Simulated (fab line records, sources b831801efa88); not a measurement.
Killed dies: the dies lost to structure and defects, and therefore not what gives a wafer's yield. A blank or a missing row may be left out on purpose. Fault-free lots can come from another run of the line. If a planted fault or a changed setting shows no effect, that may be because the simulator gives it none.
The same fault as seen by 2 desks + flow sfq line + numbers are kept per desk, each desk with only its own; the story behind them comes last

== THE METROLOGY DESK ==
Means of the sampled wafers that have a number, per lot and without regard to the tool the lot ran on: this is what the gauges read. If a lot's mean is further than 4 standard deviations from the usual mean, the lot is out of limits and carries the mark OUT (the distance appears in the brackets).
Columns: A = I0_BOW at SFQ_I0_BOW_MEAS_907, usual 0 um
| lot  | first seen here | A   |
|------|-----------------|-----|
| L902 | day 8 20:34     | 7   |
| L903 | day 9 05:51     | 4   |
| L904 | day 9 12:44     | 2   |
| L905 | day 9 20:49     | -5  |
| L906 | day 10 00:44    | -3  |
| L907 | day 10 05:50    | 5   |
| L909 | day 11 02:51    | 8   |
| L912 | day 12 02:51    | 1   |
| L915 | day 12 17:50    | 1   |
| L916 | day 12 21:51    | 2   |
| L918 | day 13 04:52    | -6  |
| L919 | day 13 14:17    | -6  |
| L920 | day 13 15:40    | -1  |
| L922 | day 13 21:39    | -13 |
| L924 | day 14 13:22    | 2   |
This desk's finding: nothing out of limits on any of the 15 lots.

== FOR THE TOOL OWNER'S DESK: rie diel-03 ==
The tool's own readings at SFQ_TRILAYER_L0_VIA_BARC_OPEN_VIA_ETCH_021 (etches BARC in O2, target depth 125 nm, time 41.7 s): means of the sampled wafers that have a number, for each lot that ran on this tool. If a lot's mean is further than 4 standard deviations from the usual mean, the lot is out of limits and carries the mark OUT (the distance appears in the brackets).
Columns: A = bias w at SFQ_TRILAYER_L0_VIA_BARC_OPEN_VIA_ETCH_021, usual 79.99 W; B = drypump motor current A at SFQ_TRILAYER_L0_VIA_BARC_OPEN_VIA_ETCH_021, usual 6.0 A; C = oes product au at SFQ_TRILAYER_L0_VIA_BARC_OPEN_VIA_ETCH_021, usual 0.685 a.u.
| lot  | first seen here | A               | B   | C     |
|------|-----------------|-----------------|-----|-------|
| L902 | day 4 18:53     | 79.90           | 6.3 | 0.688 |
| L903 | day 5 00:53     | 80.05           | 6.3 | 0.683 |
| L904 | day 5 06:53     | 79.82           | 5.9 | 0.683 |
| L905 | day 5 11:41     | 75.74 (-18) OUT | 6.3 | 0.681 |
| L906 | day 5 16:29     | 75.55 (-18) OUT | 5.9 | 0.687 |
| L907 | day 5 20:05     | 75.66 (-18) OUT | 6.3 | 0.689 |
| L919 | day 9 07:34     | 80.01           | 6.4 | 0.686 |
| L920 | day 9 12:22     | 79.95           | 5.9 | 0.688 |
| L924 | day 14 05:34    | 80.07           | 6.4 | 0.688 |
Finding of this desk: L905, L906, L907 out of limits; the first was L905 at day 5 11:41, on bias w at SFQ_TRILAYER_L0_VIA_BARC_OPEN_VIA_ETCH_021. Within limits: L902, L903, L904, L919, L920, L924.

== ALL TOGETHER ==
At day 5 11:41, on L905, L906, L907, the tool owner's desk was in a position to raise an alarm.
At the metrology desk, nothing out of limits was observed.
The metrology desk holds a record of L905, L906, L907, inside its limits.
On rie diel-03, each named lot ran SFQ_TRILAYER_L0_VIA_BARC_OPEN_VIA_ETCH_021.

== WHAT THE SIMULATOR HAD PUT IN ==
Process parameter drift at SFQ_TRILAYER_L0_VIA_BARC_OPEN_VIA_ETCH_021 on rie diel-03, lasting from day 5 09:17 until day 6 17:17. Setting bias w shifted by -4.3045 from 80. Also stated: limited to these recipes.
Shown lots that were struck: L905, L906, L907.
Delay in hours, fault start to first out-of-limits reading, by desk: the tool owner's desk at 2.
